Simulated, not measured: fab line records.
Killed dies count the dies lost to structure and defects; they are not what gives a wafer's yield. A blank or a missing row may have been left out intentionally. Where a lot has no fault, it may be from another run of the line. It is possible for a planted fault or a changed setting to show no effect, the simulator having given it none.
The tool behind it: which one? + flow gf180mcu + 14 lots with 42 wafers sampled at 6 steps, on a route of 602 steps

## WHAT THE GAUGES SHOWED, per wafer
GF_HV_LDD_TW_MEAS_38. Usual: HV_LDD_3_TW 1427, standard deviation 14.
| lot  | measured     | on            | HV_LDD_3_TW    | flag |
|------|--------------|---------------|----------------|------|
| L142 | day 11 15:56 | film-metro-01 | 1432 1432 1433 |      |
| L143 | day 11 22:43 | film-metro-01 | 1436 1432 1429 |      |
| L144 | day 12 15:27 | film-metro-04 | 1431 1436 1433 |      |
| L145 | day 12 16:40 | film-metro-04 | 1433 1436 1426 |      |
| L146 | day 12 18:40 | film-metro-02 | 1415 1406 1409 |      |
| L147 | day 13 15:28 | film-metro-02 | 1417 1409 1415 |      |
| L150 | day 14 13:47 | film-metro-01 | 1442 1445 1441 |      |
| L152 | day 14 19:52 | film-metro-01 | 1449 1451 1446 |      |
| L153 | day 15 01:56 | film-metro-04 | 1435 1429 1436 |      |
| L154 | day 15 16:46 | film-metro-01 | 1436 1447 1445 |      |
| L155 | day 16 09:40 | film-metro-04 | 1440 1445 1444 |      |
| L157 | day 16 15:55 | film-metro-02 | 1297 1292 1296 | OFF  |
| L158 | day 16 16:52 | film-metro-04 | 1318 1308 1315 | OFF  |
| L159 | day 17 07:40 | film-metro-01 | 1444 1445 1443 |      |

GF_HV_LDD_RS_MEAS_53: the measuring method here is four-point-probe. Usual: HV_LDD_RS 417.8 ohm/sq, standard deviation 0.99.
| lot  | measured     | on            | HV_LDD_RS (ohm/sq) | flag |
|------|--------------|---------------|--------------------|------|
| L142 | day 12 18:55 | film-metro-02 | 419.4 419.1 420.6  |      |
| L143 | day 12 19:08 | film-metro-04 | 416.3 416.8 417.1  |      |
| L144 | day 13 11:53 | film-metro-04 | 415.9 416.7 416.1  |      |
| L145 | day 13 13:05 | film-metro-04 | 417.1 417.1 417.7  |      |
| L146 | day 13 15:02 | film-metro-02 | 418.4 417.8 417.7  |      |
| L147 | day 14 12:29 | film-metro-04 | 418.5 417.9 417.4  |      |
| L150 | day 15 11:19 | film-metro-02 | 417.5 417.9 417.4  |      |
| L152 | day 15 18:32 | film-metro-01 | 417.3 417.1 417.8  |      |
| L153 | day 15 22:59 | film-metro-01 | 416.9 417.0 417.1  |      |
| L154 | day 16 15:47 | film-metro-04 | 417.9 419.5 418.9  |      |
| L155 | day 17 08:48 | film-metro-04 | 418.5 418.0 417.7  |      |
| L157 | day 17 15:19 | film-metro-04 | 437.7 437.3 437.9  | OFF  |
| L158 | day 17 15:50 | film-metro-01 | 439.0 440.2 438.8  | OFF  |
| L159 | day 18 07:53 | film-metro-02 | 419.4 418.3 418.8  |      |

GF_NSD_TW_MEAS_12. Usual: NSD_TW 4235, standard deviation 58.
| lot  | measured     | on            | NSD_TW         | flag |
|------|--------------|---------------|----------------|------|
| L142 | day 13 19:02 | film-metro-01 | 4278 4247 4241 |      |
| L143 | day 13 20:34 | film-metro-02 | 4177 4184 4190 |      |
| L144 | day 14 12:05 | film-metro-02 | 4157 4166 4187 |      |
| L145 | day 14 16:04 | film-metro-02 | 4175 4175 4173 |      |
| L146 | day 14 17:20 | film-metro-03 | 4308 4308 4310 |      |
| L147 | day 15 14:37 | film-metro-03 | 4293 4286 4270 |      |
| L150 | day 16 12:34 | film-metro-02 | 4157 4187 4182 |      |
| L152 | day 16 19:46 | film-metro-03 | 4295 4262 4252 |      |
| L153 | day 17 00:11 | film-metro-03 | 4254 4253 4265 |      |
| L154 | day 17 17:34 | film-metro-02 | 4171 4160 4139 |      |
| L155 | day 18 13:07 | film-metro-03 | 4308 4289 4294 |      |
| L159 | day 19 11:22 | film-metro-03 | 4291 4276 4280 |      |

GF_PSD_CD_MEAS_07: target cd 400 nm. Usual: cd-nm reads 400.1 nm (standard deviation 2.6).
| lot  | measured     | on        | cd-nm (nm)        | flag |
|------|--------------|-----------|-------------------|------|
| L142 | day 14 15:10 | cd-sem-01 | 397.7 395.6 397.7 |      |
| L143 | day 14 17:09 | cd-sem-01 | 402.8 402.0 404.6 |      |
| L144 | day 15 09:07 | cd-sem-01 | 403.1 401.3 401.8 |      |
| L145 | day 15 13:16 | cd-sem-01 | 398.7 399.6 397.4 |      |
| L146 | day 15 14:58 | cd-sem-01 | 403.8 403.2 404.5 |      |
| L147 | day 16 11:42 | cd-sem-02 | 401.7 400.1 402.8 |      |
| L150 | day 17 11:07 | cd-sem-01 | 403.3 402.9 402.0 |      |
| L152 | day 17 18:40 | cd-sem-01 | 405.2 399.9 404.1 |      |
| L153 | day 17 22:41 | cd-sem-01 | 400.3 401.5 399.6 |      |
| L154 | day 18 16:59 | cd-sem-01 | 395.9 396.0 395.3 |      |
| L155 | day 19 13:06 | cd-sem-02 | 402.3 399.1 401.3 |      |
| L159 | day 20 11:21 | cd-sem-01 | 398.3 401.4 397.3 |      |

## WHAT TOOL EACH LOT RAN ON (gives the tool, then ch and the chambers of the sampled wafers, and finally the start)
| lot  | GF_HV_LDD_IMPLANT_34            | GF_HV_LDD_STRIP_37                   |
|------|---------------------------------|--------------------------------------|
| L142 | implanter-04 ch 0, day 11 15:24 | plasma-asher-01 ch 0, day 11 15:50   |
| L143 | implanter-03 ch 0, day 11 22:10 | plasma-asher-01 ch 0,1, day 11 22:37 |
| L144 | implanter-01 ch 0, day 12 14:54 | plasma-asher-01 ch 0,1, day 12 15:21 |
| L145 | implanter-03 ch 0, day 12 16:07 | plasma-asher-04 ch 0,1, day 12 16:34 |
| L146 | implanter-03 ch 0, day 12 18:00 | plasma-asher-03 ch 1, day 12 18:25   |
| L147 | implanter-01 ch 0, day 13 14:55 | plasma-asher-04 ch 0,1, day 13 15:22 |
| L150 | implanter-03 ch 0, day 14 13:15 | plasma-asher-04 ch 0,1, day 14 13:41 |
| L152 | implanter-03 ch 0, day 14 19:19 | plasma-asher-01 ch 1, day 14 19:46   |
| L153 | implanter-04 ch 0, day 15 01:25 | plasma-asher-04 ch 0,1, day 15 01:50 |
| L154 | implanter-03 ch 0, day 15 16:14 | plasma-asher-01 ch 0,1, day 15 16:40 |
| L155 | implanter-01 ch 0, day 16 09:07 | plasma-asher-04 ch 0,1, day 16 09:34 |
| L157 | implanter-03, day 16 15:22      | plasma-asher-03 ch 0,1, day 16 15:49 |
| L158 | implanter-04, day 16 16:19      | plasma-asher-03 ch 0,1, day 16 16:46 |
| L159 | implanter-01 ch 0, day 17 07:07 | plasma-asher-03 ch 0,1, day 17 07:34 |
- GF_HV_LDD_IMPLANT_34
- GF_HV_LDD_STRIP_37: strips in O2/N2.

## AS READ BY THE TOOLS THEMSELVES (means over the sampled wafers that have a number; for cases with no such wafer, the mark the record gives instead)
GF_HV_LDD_IMPLANT_34. Usual: beam-energy-keV 60.003, standard deviation 0.02; beam-on-s 9.98 s, standard deviation 0.19.
| lot  | tool         | beam-energy-keV | beam-on-s (s) | flag |
|------|--------------|-----------------|---------------|------|
| L142 | implanter-04 | 60.002          | 10.00         |      |
| L143 | implanter-03 | 60.006          | 10.07         |      |
| L144 | implanter-01 | 60.013          | 9.97          |      |
| L145 | implanter-03 | 60.021          | 10.15         |      |
| L146 | implanter-03 | 59.998          | 9.96          |      |
| L147 | implanter-01 | 59.986          | 9.99          |      |
| L150 | implanter-03 | 60.005          | 9.89          |      |
| L152 | implanter-03 | 60.016          | 10.01         |      |
| L153 | implanter-04 | 60.016          | 10.10         |      |
| L154 | implanter-03 | 60.008          | 9.97          |      |
| L155 | implanter-01 | 59.998          | 9.96          |      |
| L157 | implanter-03 | -               | -             | OFF  |
| L158 | implanter-04 | -               | -             | OFF  |
| L159 | implanter-01 | 59.983          | 10.14         |      |

GF_HV_LDD_STRIP_37. Usual: chamber-pressure-mTorr 1500.0 mTorr, standard deviation 1.4; drypump-motor-current-A 6.0 A, standard deviation 0.46; heater-power-w 337 W, standard deviation 42; n2-flow-sccm 299.9 sccm, standard deviation 0.89; oes-product-au 0.715 a.u., standard deviation 0.0048; strip-time-to-endpoint-s 12.63 s, standard deviation 0.037.
| lot  | tool            | chamber-pressure-mTorr (mTorr) | drypump-motor-current-A (A) | heater-power-w (W) | n2-flow-sccm (sccm) | oes-product-au (a.u.) | strip-time-to-endpoint-s (s) | flag |
|------|-----------------|--------------------------------|-----------------------------|--------------------|---------------------|-----------------------|------------------------------|------|
| L142 | plasma-asher-01 | 1501.3                         | 6.2                         | 387                | 300.4               | 0.714                 | 12.64                        |      |
| L143 | plasma-asher-01 | 1501.5                         | 6.0                         | 314                | 300.9               | 0.715                 | 12.68                        |      |
| L144 | plasma-asher-01 | 1500.1                         | 6.0                         | 311                | 300.4               | 0.720                 | 12.66                        |      |
| L145 | plasma-asher-04 | 1500.7                         | 6.4                         | 351                | 299.7               | 0.715                 | 12.67                        |      |
| L146 | plasma-asher-03 | 1501.2                         | 5.1                         | 376                | 297.7               | 0.715                 | 12.67                        |      |
| L147 | plasma-asher-04 | 1500.3                         | 6.4                         | 356                | 300.3               | 0.714                 | 12.65                        |      |
| L150 | plasma-asher-04 | 1499.6                         | 6.5                         | 353                | 300.6               | 0.713                 | 12.62                        |      |
| L152 | plasma-asher-01 | 1499.4                         | 5.9                         | 272                | 299.5               | 0.711                 | 12.66                        |      |
| L153 | plasma-asher-04 | 1499.9                         | 6.4                         | 349                | 299.1               | 0.717                 | 12.60                        |      |
| L154 | plasma-asher-01 | 1499.9                         | 6.0                         | 314                | 300.0               | 0.713                 | 12.55                        |      |
| L155 | plasma-asher-04 | 1498.9                         | 6.3                         | 331                | 300.2               | 0.714                 | 12.62                        |      |
| L157 | plasma-asher-03 | 1500.6                         | 5.7                         | 315                | 299.6               | 0.722                 | 12.62                        |      |
| L158 | plasma-asher-03 | 1498.8                         | 5.4                         | 350                | 299.3               | 0.717                 | 12.64                        |      |
| L159 | plasma-asher-03 | 1500.6                         | 5.4                         | 340                | 301.1               | 0.714                 | 12.63                        |      |

## THE ANSWER, worked out from the rows above alone
Rule: lot off if the mean of its wafers having a number is beyond 3 standard deviations from the usual mean. Also off: a lot with no number at a reading for which 4 or more lots have one. Any other lot the step has rows for is counted as sound. After the gauges, taken in route order, come the tools' own readings; for these a lot's mean is taken, as printed above. At the first step where some lot is off, the reading lying furthest off is the one used; lots without a number count as furthest.
Off: at GF_HV_LDD_TW_MEAS_38 (HV_LDD_3_TW), L157, L158.
A tool fits if, at a process step before that reading, it ran every lot that is off, and no sound lot after the first of them. Not tried: the gauges at GF_HV_LDD_TW_MEAS_38; whatever is off there is also off at GF_HV_LDD_IMPLANT_34, on other tools, and gauge error can't account for it. No candidate that was tried fits.

## WHAT WAS PUT IN BY THE SIMULATOR
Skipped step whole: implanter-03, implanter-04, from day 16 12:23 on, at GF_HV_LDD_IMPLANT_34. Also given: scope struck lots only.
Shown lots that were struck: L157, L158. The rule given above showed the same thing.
